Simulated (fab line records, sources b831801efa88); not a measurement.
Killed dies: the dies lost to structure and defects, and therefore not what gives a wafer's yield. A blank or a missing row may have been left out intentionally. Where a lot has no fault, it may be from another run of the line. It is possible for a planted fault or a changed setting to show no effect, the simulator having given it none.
Which of the tools did it?    flow sky130    14 lots with 42 wafers sampled at 2 steps, on a route of 708 steps

## WHAT EACH GAUGE READ, for each wafer
SKY_SONOS_TUNNEL_TW_MEAS_12.
lot   measured      on             SONOS_TUNNEL_TW
L552  day 11 05:02  film_metro-01  194.5 194.0 195.8
L553  day 11 14:34  film_metro-01  195.3 195.4 194.6
L554  day 12 01:37  film_metro-02  198.5 199.1 198.6
L556  day 12 10:29  film_metro-02  30.2 30.1 30.1
L557  day 12 18:07  film_metro-01  29.5 29.4 29.3
L566  day 15 20:00  film_metro-01  194.4 194.2 193.8
L567  day 16 03:06  film_metro-01  194.1 194.2 193.4
L568  day 16 13:43  film_metro-02  197.5 198.6 198.5
L569  day 16 21:10  film_metro-02  197.6 197.6 198.8
L570  day 17 01:51  film_metro-01  195.0 193.7 193.8
L571  day 17 18:55  film_metro-04  199.7 199.1 199.6
L572  day 18 04:41  film_metro-01  194.4 193.3 193.9
L573  day 18 12:26  film_metro-02  196.9 198.1 197.5
L574  day 19 07:13  film_metro-04  199.8 199.8 199.5

## EACH LOT AND THE TOOL THAT RAN IT (in order: tool; ch and the chambers of the sampled wafers; start)
lot   SKY_SONOS_TUNNEL_IMPLANT_09
L552  implanter-04 ch 0, day 11 04:37
L553  implanter-04 ch 0, day 11 14:09
L554  implanter-04 ch 0, day 12 01:12
L556  implanter-02, day 12 10:03
L557  implanter-01, day 12 17:29
L566  implanter-01 ch 0, day 15 19:31
L567  implanter-02 ch 0, day 16 02:37
L568  implanter-02 ch 0, day 16 13:19
L569  implanter-04 ch 0, day 16 20:45
L570  implanter-01 ch 0, day 17 01:25
L571  implanter-01 ch 0, day 17 18:30
L572  implanter-02 ch 0, day 18 04:17
L573  implanter-01 ch 0, day 18 12:01
L574  implanter-04 ch 0, day 19 06:48
- SKY_SONOS_TUNNEL_IMPLANT_09

## AS READ BY THE TOOLS THEMSELVES (means over the sampled wafers that have a number; for cases with no such wafer, the mark the record gives instead)
SKY_SONOS_TUNNEL_IMPLANT_09.
lot   tool          beam_energy_keV  beam_on_s (s)  faraday_current_uA
L552  implanter-04  20.003           9.92           5.69
L553  implanter-04  19.998           10.06          5.61
L554  implanter-04  20.004           10.30          5.46
L556  implanter-02  -                -              -
L557  implanter-01  -                -              -
L566  implanter-01  20.003           10.21          5.52
L567  implanter-02  19.997           10.10          5.57
L568  implanter-02  20.007           10.18          5.53
L569  implanter-04  20.005           9.93           5.67
L570  implanter-01  20.012           10.00          5.65
L571  implanter-01  19.997           9.87           5.72
L572  implanter-02  20.007           9.92           5.67
L573  implanter-01  19.999           10.11          5.58
L574  implanter-04  20.003           9.89           5.72

## THE ANSWER, worked out from the rows above alone
Rule: usual is defined by the lots themselves. The widest of any qualifying gaps counts: lots, ordered by their means at a reading, are off when they make up no more than a third of the lots, leave a main group of 4 or more, and stand apart from it by 3 or more times the standard deviation of that group's means. The tables above print the reading to a certain number of digits; a main group whose means all agree to those digits is not used. Also off: a lot with no number at a reading for which 4 or more lots have one. All remaining lots with rows at the step are treated as sound. The gauges are gone through in route order, then the tools' own readings, and for those a lot's mean is taken as printed above. The first step at which some lot is off is used, and at that step the reading that is off furthest; a lot without a number counts as furthest.
Off: at SKY_SONOS_TUNNEL_TW_MEAS_12 (SONOS_TUNNEL_TW), L556, L557. Mean 196.5 and standard deviation 2.2 in the main group.
If a tool, at a process step before that reading, ran all the lots that are off and no sound lot after the first of them, it fits. The gauges at SKY_SONOS_TUNNEL_TW_MEAS_12 aren't tried: what is off there is off at SKY_SONOS_TUNNEL_IMPLANT_09 too, on other tools, and a gauge's error can't cause that. Not one of the candidates tried fits.

## WHAT HAD BEEN PUT IN BY THE SIMULATOR
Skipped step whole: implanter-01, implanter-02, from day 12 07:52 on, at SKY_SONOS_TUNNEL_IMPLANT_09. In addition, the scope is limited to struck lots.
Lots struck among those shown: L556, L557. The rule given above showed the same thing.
